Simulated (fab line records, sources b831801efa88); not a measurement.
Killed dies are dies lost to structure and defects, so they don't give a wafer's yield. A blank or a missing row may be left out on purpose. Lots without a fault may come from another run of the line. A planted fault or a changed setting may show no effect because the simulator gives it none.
Tool commonality check | flow gf180mcu | 14 lots, 42 wafers sampled

WHY IT WAS OPENED
At GF_HV_LDD_TW_MEAS_50 the reading HV_LDD_4_TW is flagged on 2 of 14 lots. Wafers without a fault read 573.6, standard deviation 2.8.
Rule: a lot is flagged when every wafer of it that has a number lies more than 4 standard deviations from that mean, or none has a number. The other lots count as sound.

lot  | measured     | on            | HV_LDD_4_TW, wafer by wafer | flag
L893 | day 12 11:37 | film_metro-04 | 572.8 573.9 569.4           |
L895 | day 12 22:13 | film_metro-03 | 574.1 575.9 573.0           |
L896 | day 13 07:02 | film_metro-04 | 578.2 578.1 577.3           |
L897 | day 13 15:39 | film_metro-01 | 574.9 573.7 572.8           |
L898 | day 14 00:38 | film_metro-03 | 568.1 570.1 568.5           |
L899 | day 14 09:23 | film_metro-04 | 577.5 577.0 576.0           |
L900 | day 14 16:02 | film_metro-04 | 580.7 573.8 575.6           |
L902 | day 15 09:43 | film_metro-04 | 572.6 573.3 573.0           |
L903 | day 15 18:54 | film_metro-04 | 571.8 575.4 576.2           |
L905 | day 16 06:17 | film_metro-03 | 574.4 568.6 569.8           |
L908 | day 17 09:28 | film_metro-03 | 536.9 536.3 537.6           | FLAGGED
L910 | day 18 00:50 | film_metro-03 | 569.4 572.1 575.6           |
L911 | day 18 15:25 | film_metro-04 | 537.2 535.2 539.3           | FLAGGED
L916 | day 20 08:12 | film_metro-01 | 575.3 576.4 573.9           |
The numbers of the flagged lots are 537.1 on average: -36.5 against the usual, or -13 standard deviations.

WHICH TOOL RAN EACH LOT
The record holds 1 process step before the reading, out of a route of 602 steps. In each cell: the tool, then ch and the chambers that the sampled wafers went through, then the start.
lot  | flag    | GF_HV_LDD_IMPLANT_48
L893 |         | implanter-03 ch 0, day 12 11:22
L895 |         | implanter-01 ch 0, day 12 21:58
L896 |         | implanter-01 ch 0, day 13 06:47
L897 |         | implanter-01 ch 0, day 13 15:25
L898 |         | implanter-03 ch 0, day 14 00:23
L899 |         | implanter-02 ch 0, day 14 09:08
L900 |         | implanter-01 ch 0, day 14 15:47
L902 |         | implanter-02 ch 0, day 15 09:29
L903 |         | implanter-02 ch 0, day 15 18:40
L905 |         | implanter-01 ch 0, day 16 06:03
L908 | FLAGGED | implanter-03 ch 0, day 17 09:13
L910 |         | implanter-01 ch 0, day 18 00:35
L911 | FLAGGED | implanter-03 ch 0, day 18 15:11
L916 |         | implanter-01 ch 0, day 20 07:58
What these steps do:
- GF_HV_LDD_IMPLANT_48
- GF_HV_LDD_TW_MEAS_50

FLAGGED OVER TOTAL, TOOL BY TOOL (the gauges that took the reading come last)
step                 | tool          | lots run | flagged | share of the flagged lots | sound lots run after its first flagged lot
GF_HV_LDD_IMPLANT_48 | implanter-01  | 7        | 0       | none                      | -
GF_HV_LDD_IMPLANT_48 | implanter-02  | 3        | 0       | none                      | -
GF_HV_LDD_IMPLANT_48 | implanter-03  | 4        | 2       | all                       | 0
GF_HV_LDD_TW_MEAS_50 | film_metro-01 | 2        | 0       | none                      | -
GF_HV_LDD_TW_MEAS_50 | film_metro-03 | 5        | 1       | some                      | 1 (L910)
GF_HV_LDD_TW_MEAS_50 | film_metro-04 | 7        | 1       | some                      | 0

WHAT THE TABLE ALLOWS
1 row of the table ran every flagged lot: implanter-03 at GF_HV_LDD_IMPLANT_48.
- implanter-03 at GF_HV_LDD_IMPLANT_48: 2 of its 4 lots flagged. Its last sound lot is L898 (day 14 00:23), its first flagged lot L908 (day 17 09:13): a fault that began between those two fits. Its own readings lie more than 4 standard deviations out on every wafer of the flagged lots: beam_on_s, faraday_current_uA.
One tool is left: implanter-03 at GF_HV_LDD_IMPLANT_48.

WHAT THE SIMULATOR HAD PUT IN
Process parameter drift: implanter-03, from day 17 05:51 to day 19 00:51, at GF_HV_LDD_IMPLANT_48. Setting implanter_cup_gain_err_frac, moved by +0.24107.
Lots struck among those shown: L908, L911. The rule above found the same.
